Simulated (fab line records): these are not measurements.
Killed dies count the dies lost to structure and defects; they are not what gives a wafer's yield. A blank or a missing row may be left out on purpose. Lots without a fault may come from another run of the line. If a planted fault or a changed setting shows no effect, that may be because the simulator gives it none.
Comparing a struck lot with a sound one	flow sky130	15 steps out of a route of 708
Sound: these wafers, L244.2, L244.3, L244.5. The struck wafers were L257.4, L257.5, L257.6. The cause comes at the end.
Order at every step that has rows: each side's tool, ch and its chambers, its first start. Under that, the readings that differ: sound wafers	struck wafers	difference of the means	sigmas: that difference in standard deviations of wafers without a fault.
alike: readings with means less than 2 such deviations apart, plus words and numbers identical on both sides. not compared: withheld readings, readings lacking a value on some wafer, bounds such as >300 that could conceal the same value, and numbers that have no deviation in the record and whose values overlap.
Wherever a step has rows on one side only, a row that says differs or no value, or a row with sigmas, the two part there. Numbers that don't overlap but have no deviation are shown without sigmas and don't part them. A reading missing from all wafers of one side parts the sides only when that side holds two or more wafers.

SKY_VIA3_OVL_MEAS_13:
  struck on overlay-01, day 44 20:41; sound on overlay-01, day 43 11:52
  alike: VIA3_OVL
then, 1 step without rows for these wafers: SKY_VIA3_ETCH_14 (etches BARC in N2/H2, stops on SiO2, time 45.9 s, target depth 60 nm).
SKY_VIA3_ETCH_15: etches SiO2 in C4F8/O2/Ar, stops on TiN, target depth 507 nm, time 78 s.
  sound on rie-diel-02 ch 0,1, day 43 11:56; struck on rie-diel-04 ch 2,3, day 44 20:45
reading	sound	struck	difference	sigmas
rf-fwd-power-W (W)	1501 1500 1494	1485 1487 1484	-13	-2
  alike: oes-product-au
  not compared: rf-hours-counter-h
SKY_VIA3_STRIP_16: strips in O2/N2.
  sound on plasma-asher-03 ch 0,1, day 43 12:00; struck on plasma-asher-03 ch 0,1, day 44 20:51
  alike: drypump-motor-current-A, oes-product-au, strip-time-to-endpoint-s
  not compared: rf-hours-counter-h
then, 3 steps without rows for these wafers: SKY_VIA3_STRIP_17 (strips in post etch residue remover, time 1200 s); SKY_VIA3_CLEAN_18 (cleans in IPA, time 180 s); SKY_VIA3_CLEAN_19 (cleans in O3/DIW).
SKY_VIA3_SPUTTER_20: material TiN, target thk 20 nm, time 80 s.
  struck on pvd-sputter-04, day 44 21:25; sound on pvd-sputter-04, day 43 12:35
  alike: chamber-pressure-pa, throttle-valve-pct
SKY_VIA3_CVD_21: deposits W, target thk 390 nm, time 117.31 s.
  sound on cvd-w-01 ch 1, day 43 12:39; struck on cvd-w-01 ch 0,1, day 44 21:31
  alike: heater-power-w
SKY_VIA3_RS_MEAS_22: measurement is done with a four-point probe.
  struck on film-metro-04, day 44 21:39; sound on film-metro-04, day 43 12:47
  alike: VIA3_W_RS
SKY_VIA3_THK_MEAS_23: measures by xrf.
  struck on film-metro-04, day 44 21:44; sound on film-metro-04, day 43 12:54
  alike: VIA3_W_THK
SKY_VIA3_CMP_24: polishes, stops on SiO2, t overpolish 20 s, target thk 0 nm.
  sound on cmp-01 ch 1,2, day 43 13:00; struck on cmp-01 ch 1,2,3, day 44 21:52
  alike: motor-current-A, overpolish-run-s, time-to-endpoint-s
SKY_METAL4_SPUTTER_00: material Ti, target thk 15 nm, time 10 s.
  struck on pvd-sputter-04, day 44 22:04; sound on pvd-sputter-01, day 43 13:15
reading	sound	struck	difference	sigmas
model.Ti_of_METAL4_SPUTTER_00.thk-nm (nm)	14.76 14.91 14.9	29.04 28.87 28.97	+14.10	
  alike: chamber-pressure-pa, throttle-valve-pct
then, 1 step without rows for these wafers: SKY_METAL4_SPUTTER_01 (material TiN, target thk 20 nm, time 16.7 s).
-- the record jumps here: 5 days lie between the struck wafers' starts before and after (it left off in module METAL4 and takes up again in module PAD_OPEN, whose first step shown is number 708 of the route) --
SKY_PAD_OPEN_PROBE_99:
  struck on prober-02, day 50 03:03; sound on prober-01, day 49 00:40
  alike: defect-limited-yield, killed_at_M0_to_M3, killed_at_M4_up, killed-at-contacts, killed-at-front-end, killed-at-other, killed-dies, killed-open, killed-short

WHERE THEY PART
Only at SKY_VIA3_ETCH_15, as far as this record shows. Later steps at which nothing parts them and some readings are alike: SKY_VIA3_STRIP_16, SKY_VIA3_SPUTTER_20, SKY_VIA3_CVD_21, SKY_VIA3_RS_MEAS_22, SKY_VIA3_THK_MEAS_23, SKY_VIA3_CMP_24, SKY_METAL4_SPUTTER_00, SKY_PAD_OPEN_PROBE_99.

WHY: what had been put in by the simulator
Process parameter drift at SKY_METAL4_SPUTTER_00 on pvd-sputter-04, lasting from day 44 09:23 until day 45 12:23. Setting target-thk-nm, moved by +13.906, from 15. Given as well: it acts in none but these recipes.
